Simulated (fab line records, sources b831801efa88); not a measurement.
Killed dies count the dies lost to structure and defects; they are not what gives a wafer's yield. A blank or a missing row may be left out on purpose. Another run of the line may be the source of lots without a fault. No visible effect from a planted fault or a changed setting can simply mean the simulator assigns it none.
fab line records | flow sky130
[record] lots = 12 | wafers = 36 | last-day = 50
route steps=708 shown VT_ADJUST_HVTR@139 SONOS_TUNNEL@162 PAD_OPEN@708
lots that met no fault: from a run of the same line without faults
start-h: hours from the record's opening day to when the first of the lot's shown wafers began | wait-h: how many hours have passed since the lot's step before this one | " repeats the value in the row above | L1.1+2: a single row standing in for several wafers | - either no value or no given start | * or withheld: withheld | < > ~ a bound
route shown NAME@n: NAME is a module with steps in the file, n the number in the route of the first one | usual: mean/standard deviation taken from wafers without a fault | same: alike in all rows | chamber/n: place in a boat | sites: the reading at each site | _std_site: the values' standard deviation | _edge_site: inner sites' mean taken away from outer sites' mean | radius-mm: for every site, how far away it sits from the centre of the wafer | mask NAME#n: copy n | behind: tool/chamber where the wafer was last shaped | hold: what put the lot on hold/how long, in hours/how the hold closed | device: names the non-switching transistor (n, p or np) | end of line: tests run on the same wafers once the route is complete | a step without rows: its recipe alone | killed: at the first sort, the dies lost to defects and structure; wafer yield is something else | map: shows each die of a wafer: x if killed, . if not, _ if none is there
set.NAME: the setting that was run; set.NAME@STEP: the one run at that earlier step | model.NAME: the simulator's own value behind a step, which no gauge read
one table for each step of the route and one row for each wafer, over a sample of lots
services: when a tool's chamber went out of use (start-h, in hours from the record's first day, below 0 if earlier), for how many hours, and the reason
[[steps]]
[step SKY_VT_ADJUST_HVTR_OVL_MEAS_08]
[usual] VT_ADJUST_HVTR_OVL = 0.9/1.3
lot.wafer | tool       | chamber | start-h | wait-h | VT_ADJUST_HVTR_OVL[nm]
L591.3    | overlay-01 | -       | 202.43  | 0.1    | 1.1
L591.4    | "          | -       | "       | "      | -1.6
L591.5    | "          | -       | "       | "      | -1.1
L592.3    | overlay-02 | -       | 212.03  | 0.1    | 1.1
L592.4    | "          | -       | "       | "      | 0.5
L592.6    | "          | -       | "       | "      | -0.1
L594.2    | overlay-02 | -       | 235.33  | 0.1    | 0.5
L594.4    | "          | -       | "       | "      | 1.5
L594.5    | "          | -       | "       | "      | -0.5
L600.3    | overlay-01 | -       | 270.28  | 0.1    | 1.6
L600.5    | "          | -       | "       | "      | -0.1
L600.6    | "          | -       | "       | "      | 1.3
L603.3    | overlay-02 | -       | 292.13  | 0.1    | 1.5
L603.5    | "          | -       | "       | "      | 1.2
L603.6    | "          | -       | "       | "      | 1.7
L604.2    | overlay-02 | -       | 300.54  | 0.1    | 1.9
L604.3    | "          | -       | "       | "      | -1.1
L604.6    | "          | -       | "       | "      | -0.9
L605.1    | overlay-02 | -       | 307.62  | 0.1    | 1.7
L605.2    | "          | -       | "       | "      | -1.1
L605.6    | "          | -       | "       | "      | 0.0
L607.1    | overlay-02 | -       | 320.05  | 0.1    | 0.2
L607.3    | "          | -       | "       | "      | -1.6
L607.5    | "          | -       | "       | "      | -0.8
L608.1    | overlay-02 | -       | 327.38  | 0.1    | -1.5
L608.2    | "          | -       | "       | "      | -0.2
L608.6    | "          | -       | "       | "      | -0.7
L609.1    | overlay-02 | -       | 334.65  | 0.1    | 1.1
L609.4    | "          | -       | "       | "      | 2.8
L609.6    | "          | -       | "       | "      | 1.4
L611.2    | overlay-02 | -       | 349.79  | 0.1    | 1.2
L611.5    | "          | -       | "       | "      | 1.2
L611.6    | "          | -       | "       | "      | -0.8
L614.1    | overlay-02 | -       | 376.05  | 0.1    | 3.4
L614.5    | "          | -       | "       | "      | 0.2
L614.6    | "          | -       | "       | "      | 3.4
[step SKY_VT_ADJUST_HVTR_IMPLANT_09]
[recipe] species = B | energy-kev = 10 | dose-cm2 = 2.1e+12 | tilt-deg = withheld
[usual] dose-ions-cm2 = 2.0994e+12/2e+09 | faraday-current-uA = 11.84/0.23
lot.wafer | tool         | chamber | start-h | wait-h | dose-ions-cm2 | faraday-current-uA
L591.3    | implanter-04 | 0       | 202.51  | 0.1    | 2.1012e+12    | 12.00
L591.4    | "            | 0       | "       | "      | 2.0965e+12    | 11.88
L591.5    | "            | 0       | "       | "      | 2.0991e+12    | 11.85
L592.3    | implanter-03 | 0       | 212.11  | 0.1    | 2.1037e+12    | 11.76
L592.4    | "            | 0       | "       | "      | 2.1009e+12    | 11.98
L592.6    | "            | 0       | "       | "      | 2.1041e+12    | 11.68
L594.2    | implanter-04 | 0       | 235.38  | 0.0    | 2.0974e+12    | 11.62
L594.4    | "            | 0       | "       | "      | 2.1026e+12    | 11.49
L594.5    | "            | 0       | "       | "      | 2.1009e+12    | 11.82
L600.3    | implanter-02 | 0       | 270.36  | 0.1    | 2.0999e+12    | 11.73
L600.5    | "            | 0       | "       | "      | 2.1017e+12    | 11.41
L600.6    | "            | 0       | "       | "      | 2.0967e+12    | 11.41
L603.3    | implanter-02 | 0       | 292.21  | 0.1    | 2.0991e+12    | 12.19
L603.5    | "            | 0       | "       | "      | 2.1005e+12    | 11.77
L603.6    | "            | 0       | "       | "      | 2.0999e+12    | 11.83
L604.2    | implanter-04 | 0       | 300.60  | 0.0    | 2.0975e+12    | 11.86
L604.3    | "            | 0       | "       | "      | 2.0976e+12    | 11.92
L604.6    | "            | 0       | "       | "      | 2.0972e+12    | 11.80
L605.1    | implanter-04 | 0       | 307.66  | 0.0    | 2.0994e+12    | 12.15
L605.2    | "            | 0       | "       | "      | 2.0977e+12    | 11.81
L605.6    | "            | 0       | "       | "      | 2.0975e+12    | 11.91
L607.1    | implanter-04 | 0       | 320.09  | 0.0    | 1.5235e+12    | 8.55
L607.3    | "            | 0       | "       | "      | 1.5229e+12    | 8.65
L607.5    | "            | 0       | "       | "      | 1.5169e+12    | 8.31
L608.1    | implanter-04 | 0       | 327.42  | 0.0    | 1.5197e+12    | 8.43
L608.2    | "            | 0       | "       | "      | 1.519e+12     | 8.67
L608.6    | "            | 0       | "       | "      | 1.5181e+12    | 8.50
L609.1    | implanter-04 | 0       | 334.69  | 0.0    | 1.5173e+12    | 8.91
L609.4    | "            | 0       | "       | "      | 1.5185e+12    | 8.78
L609.6    | "            | 0       | "       | "      | 1.5203e+12    | 8.51
L611.2    | implanter-03 | 0       | 349.85  | 0.0    | 2.0983e+12    | 11.87
L611.5    | "            | 0       | "       | "      | 2.0974e+12    | 11.83
L611.6    | "            | 0       | "       | "      | 2.1029e+12    | 11.58
L614.1    | implanter-03 | 0       | 376.09  | 0.0    | 2.1012e+12    | 11.79
L614.5    | "            | 0       | "       | "      | 2.0966e+12    | 11.71
L614.6    | "            | 0       | "       | "      | 2.0981e+12    | 12.03
[step SKY_VT_ADJUST_HVTR_STRIP_10]
[recipe] chemistry = O2/N2 | power-w = 1400 | pressure-mtorr = 1500 | platen-temp-c = withheld | o2-flow-sccm = 3000 | n2-flow-sccm = 300 | overash-fraction = 0.5
[usual] chamber-pressure-mTorr = 1499.9/1.3 | drypump-motor-current-A = 5.5/0.31 | oes-product-au = 0.715/0.0043 | strip-time-to-endpoint-s = 14.18/0.045
lot.wafer | tool            | chamber | start-h | wait-h | chamber-pressure-mTorr | drypump-motor-current-A | oes-product-au | rf-hours-counter-h | strip-time-to-endpoint-s
L591.3    | plasma-asher-03 | 0       | 202.64  | 0.1    | 1498.0                 | 5.6                     | 0.712          | -                  | 14.14
L591.4    | "               | 1       | "       | "      | 1500.1                 | 5.7                     | 0.718          | -                  | 14.12
L591.5    | "               | 0       | "       | "      | 1501.4                 | 5.6                     | 0.714          | -                  | 14.20
L592.3    | plasma-asher-04 | 0       | 212.24  | 0.1    | 1499.4                 | 5.1                     | 0.716          | -                  | 14.16
L592.4    | "               | 1       | "       | "      | 1499.3                 | 5.4                     | 0.711          | -                  | 14.17
L592.6    | "               | 1       | "       | "      | 1499.8                 | 5.3                     | 0.715          | -                  | 14.12
L594.2    | plasma-asher-04 | 0       | 235.51  | 0.1    | 1500.9                 | 5.1                     | 0.717          | 55                 | 14.18
L594.4    | "               | 1       | "       | "      | 1499.6                 | 5.4                     | 0.713          | -                  | 14.15
L594.5    | "               | 1       | "       | "      | 1502.1                 | 5.4                     | 0.717          | -                  | 14.17
L600.3    | plasma-asher-02 | 0       | 270.49  | 0.1    | 1499.6                 | 6.0                     | 0.716          | -                  | 14.12
L600.5    | "               | 1       | "       | "      | 1498.0                 | 5.4                     | 0.713          | -                  | 14.10
L600.6    | "               | 0       | "       | "      | 1500.0                 | 6.0                     | 0.719          | -                  | 14.08
L603.3    | plasma-asher-04 | 1       | 292.34  | 0.1    | 1500.8                 | 5.4                     | 0.714          | -                  | 14.17
L603.5    | "               | 1       | "       | "      | 1502.9                 | 5.3                     | 0.710          | -                  | 14.17
L603.6    | "               | 0       | "       | "      | 1499.8                 | 5.1                     | 0.720          | -                  | 14.18
L604.2    | plasma-asher-03 | 0       | 300.72  | 0.1    | 1501.2                 | 5.6                     | 0.713          | 18                 | 14.22
L604.3    | "               | 0       | "       | "      | 1499.6                 | 5.6                     | 0.707          | -                  | 14.20
L604.6    | "               | 1       | "       | "      | 1499.3                 | 5.7                     | 0.708          | -                  | 14.24
L605.1    | plasma-asher-04 | 1       | 307.81  | 0.1    | 1499.6                 | 5.4                     | 0.714          | 62                 | 14.25
L605.2    | "               | 0       | "       | "      | 1499.7                 | 5.1                     | 0.725          | 62                 | 14.24
L605.6    | "               | 0       | "       | "      | 1498.4                 | 5.1                     | 0.713          | -                  | 14.27
L607.1    | plasma-asher-02 | 0       | 320.24  | 0.1    | 1497.4                 | 6.0                     | 0.715          | 62                 | 14.16
L607.3    | "               | 0       | "       | "      | 1501.4                 | 6.0                     | 0.714          | -                  | 14.21
L607.5    | "               | 1       | "       | "      | 1498.2                 | 5.4                     | 0.715          | -                  | 14.11
L608.1    | plasma-asher-02 | 1       | 327.57  | 0.1    | 1499.1                 | 5.4                     | 0.711          | 63                 | 14.21
L608.2    | "               | 0       | "       | "      | 1501.6                 | 6.0                     | 0.720          | 63                 | 14.17
L608.6    | "               | 1       | "       | "      | 1502.3                 | 5.4                     | 0.718          | -                  | 14.25
L609.1    | plasma-asher-03 | 0       | 334.84  | 0.1    | 1498.1                 | 5.6                     | 0.719          | 21                 | 14.21
L609.4    | "               | 0       | "       | "      | 1499.3                 | 5.6                     | 0.716          | -                  | 14.20
L609.6    | "               | 0       | "       | "      | 1497.8                 | 5.6                     | 0.717          | -                  | 14.16
L611.2    | plasma-asher-04 | 0       | 349.97  | 0.1    | 1500.4                 | 5.1                     | 0.715          | 66                 | 14.18
L611.5    | "               | 0       | "       | "      | 1499.5                 | 5.1                     | 0.718          | -                  | 14.23
L611.6    | "               | 1       | "       | "      | 1503.1                 | 5.3                     | 0.711          | -                  | 14.17
L614.1    | plasma-asher-02 | 0       | 376.24  | 0.1    | 1499.6                 | 6.0                     | 0.726          | 67                 | 14.13
L614.5    | "               | 1       | "       | "      | 1501.4                 | 5.3                     | 0.709          | -                  | 14.15
L614.6    | "               | 0       | "       | "      | 1500.5                 | 6.0                     | 0.721          | -                  | 14.16
[step SKY_VT_ADJUST_HVTR_TW_MEAS_11]
[usual] VT_ADJUST_HVTR_TW = 212.4/0.8
lot.wafer | tool          | chamber | start-h | wait-h | VT_ADJUST_HVTR_TW
L591.3    | film-metro-04 | -       | 202.73  | 0.1    | 210.4
L591.4    | "             | -       | "       | "      | 211.5
L591.5    | "             | -       | "       | "      | 211.5
L592.3    | film-metro-04 | -       | 212.33  | 0.1    | 211.9
L592.4    | "             | -       | "       | "      | 212.5
L592.6    | "             | -       | "       | "      | 211.8
L594.2    | film-metro-04 | -       | 235.62  | 0.1    | 212.3
L594.4    | "             | -       | "       | "      | 213.2
L594.5    | "             | -       | "       | "      | 213.2
L600.3    | film-metro-02 | -       | 270.58  | 0.1    | 213.4
L600.5    | "             | -       | "       | "      | 212.9
L600.6    | "             | -       | "       | "      | 213.5
L603.3    | film-metro-01 | -       | 292.43  | 0.1    | 212.0
L603.5    | "             | -       | "       | "      | 212.3
L603.6    | "             | -       | "       | "      | 212.2
L604.2    | film-metro-01 | -       | 300.83  | 0.1    | 211.3
L604.3    | "             | -       | "       | "      | 212.5
L604.6    | "             | -       | "       | "      | 212.2
L605.1    | film-metro-01 | -       | 307.91  | 0.1    | 211.6
L605.2    | "             | -       | "       | "      | 211.3
L605.6    | "             | -       | "       | "      | 213.3
L607.1    | film-metro-01 | -       | 320.34  | 0.1    | 193.4
L607.3    | "             | -       | "       | "      | 193.6
L607.5    | "             | -       | "       | "      | 193.8
L608.1    | film-metro-04 | -       | 327.67  | 0.1    | 195.3
L608.2    | "             | -       | "       | "      | 194.5
L608.6    | "             | -       | "       | "      | 195.7
L609.1    | film-metro-01 | -       | 334.94  | 0.1    | 193.3
L609.4    | "             | -       | "       | "      | 193.3
L609.6    | "             | -       | "       | "      | 193.3
L611.2    | film-metro-04 | -       | 350.08  | 0.1    | 212.7
L611.5    | "             | -       | "       | "      | 212.8
L611.6    | "             | -       | "       | "      | 212.5
L614.1    | film-metro-04 | -       | 376.34  | 0.1    | 212.7
L614.5    | "             | -       | "       | "      | 212.2
L614.6    | "             | -       | "       | "      | 212.9
[step SKY_SONOS_TUNNEL_OVL_MEAS_08]
[usual] SONOS_TUNNEL_OVL = -0.3/1.4
lot.wafer | tool       | chamber | start-h | wait-h | SONOS_TUNNEL_OVL[nm]
L591.3    | overlay-01 | -       | 247.43  | 0.1    | -0.5
L591.4    | "          | -       | "       | "      | 0.7
L591.5    | "          | -       | "       | "      | -0.1
L592.3    | overlay-01 | -       | 257.98  | 0.1    | -1.2
L592.4    | "          | -       | "       | "      | -2.0
L592.6    | "          | -       | "       | "      | -1.7
L594.2    | overlay-02 | -       | 283.03  | 0.1    | -0.1
L594.4    | "          | -       | "       | "      | 0.8
L594.5    | "          | -       | "       | "      | 0.8
L600.3    | overlay-02 | -       | 321.88  | 0.1    | -0.6
L600.5    | "          | -       | "       | "      | -1.0
L600.6    | "          | -       | "       | "      | -0.1
L603.3    | overlay-02 | -       | 345.33  | 0.1    | -0.3
L603.5    | "          | -       | "       | "      | 0.1
L603.6    | "          | -       | "       | "      | -0.8
L604.2    | overlay-02 | -       | 354.48  | 0.1    | 0.9
L604.3    | "          | -       | "       | "      | 0.1
L604.6    | "          | -       | "       | "      | -1.7
L605.1    | overlay-02 | -       | 361.62  | 0.1    | -1.7
L605.2    | "          | -       | "       | "      | -1.8
L605.6    | "          | -       | "       | "      | -1.9
L607.1    | overlay-02 | -       | 375.45  | 0.1    | -1.1
L607.3    | "          | -       | "       | "      | 1.0
L607.5    | "          | -       | "       | "      | 2.5
L608.1    | overlay-01 | -       | 383.15  | 0.1    | 0.8
L608.2    | "          | -       | "       | "      | -0.5
L608.6    | "          | -       | "       | "      | 0.2
L609.1    | overlay-02 | -       | 390.17  | 0.1    | 0.5
L609.4    | "          | -       | "       | "      | 0.3
L609.6    | "          | -       | "       | "      | -0.3
L611.2    | overlay-01 | -       | 405.66  | 0.1    | -2.0
L611.5    | "          | -       | "       | "      | 0.7
L611.6    | "          | -       | "       | "      | 0.1
L614.1    | overlay-01 | -       | 435.50  | 0.1    | -2.7
L614.5    | "          | -       | "       | "      | -2.7
L614.6    | "          | -       | "       | "      | -2.8
[step SKY_PAD_OPEN_PROBE_99]
[usual] killed_at_M0_to_M3 = 43/6.9 | killed_at_M4_up = 3.1/1.8 | killed-at-contacts = 24/5.1 | killed-at-front-end = 15/4.8 | killed-at-other = 0.3/0.48 | killed-dies = 86/8.9 | killed-open = 47/6.8 | killed-short = 39/6.3
[same] gross-dies = 492 | killed-at-back-side = 0
lot.wafer | tool      | chamber | start-h | wait-h | killed_at_M0_to_M3 | killed_at_M4_up | killed-at-contacts | killed-at-front-end | killed-at-other | killed-dies | killed-open | killed-short
L600.3    | prober-01 | -       | 1128.32 | 0.2    | 34                 | 3               | 20                 | 11                  | 0               | 68          | 47          | 21
L600.5    | prober-01 | -       | 1128.42 | 0.2    | 45                 | 3               | 21                 | 9                   | 0               | 78          | 49          | 29
L600.6    | prober-01 | -       | 1128.47 | 0.2    | 46                 | 5               | 14                 | 11                  | 0               | 76          | 40          | 36
// killed by level:class
L600.3 VIA1:geometric-particle:open=8 CONTACT:geometric-particle:open=8 VIA3:geometric-particle:open=8 VIA2:geometric-particle:open=7 METAL1:geometric-particle:short=5 FIELD_ISO:geometric-particle:open=4 LI_CONTACT:geometric-particle:open=4 CONTACT:geometric-particle:short=3
L600.5 VIA1:geometric-particle:open=14 VIA2:geometric-particle:open=9 CONTACT:geometric-particle:open=7 VIA3:geometric-particle:open=7 LI_CONTACT:geometric-particle:open=5 VIA1:geometric-particle:short=5 METAL1:geometric-particle:short=5 FIELD_ISO:geometric-particle:short=4
L600.6 VIA1:geometric-particle:open=10 CONTACT:geometric-particle:open=7 METAL1:geometric-particle:short=6 FIELD_ISO:geometric-particle:open=5 VIA1:geometric-particle:short=5 METAL3:geometric-particle:short=5 METAL2:geometric-particle:short=5 VIA3:geometric-particle:open=5
[[services]]
tool            | chamber | start-h | hours | kind
plasma-asher-04 | -       | 206.04  | 1.6   | repair
implanter-03    | -       | 235.31  | 4.1   | pm
implanter-04    | -       | 309.90  | 4.1   | repair
implanter-04    | -       | 314.05  | 3.7   | pm
implanter-02    | -       | 314.58  | 4.9   | pm
implanter-02    | -       | 320.68  | 2.8   | repair
plasma-asher-03 | -       | 322.17  | 3.6   | repair
plasma-asher-03 | -       | 340.89  | 4.2   | repair
implanter-04    | -       | 353.44  | 1.3   | repair
[[key]]
[first-sign] step = SKY_VT_ADJUST_HVTR_IMPLANT_09 | reading = dose-ions-cm2 | direction = down | sigmas = 99+ | usual = * | struck = *
[effect] step = SKY_VT_ADJUST_HVTR_IMPLANT_09 | reading = faraday-current-uA | direction = down | sigmas = 14 | usual = 11.84 | struck = 8.59
[effect] step = SKY_VT_ADJUST_HVTR_TW_MEAS_11 | reading = VT_ADJUST_HVTR_TW | direction = down | sigmas = 23 | usual = 212.4 | struck = 194.0
met-at SKY_VT_ADJUST_HVTR_IMPLANT_09
struck-lots L607,L608,L609
tester-left-out L607,L608,L609
not-acting-at SKY_VT_ADJUST_HVTR_OVL_MEAS_08,SKY_VT_ADJUST_HVTR_STRIP_10,SKY_SONOS_TUNNEL_OVL_MEAS_08
onset-between 307.66 320.09
[fault] kind = process-parameter-drift | tool = implanter-04 | chamber = - | onset-h = 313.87 | steps = SKY_VT_ADJUST_HVTR_IMPLANT_09 | channel = dose-cm2 | offset = * | shape = step | end-h = 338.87 | acts-in = * | stated = *
// tester-left-out: of these lots the tester's yield and bins aren't shown, on N5 and GAA mostly nor the transistor test; their killed dies are dies lost to structure and defects alone, not to doping, threshold or leakage, so they don't give the yield
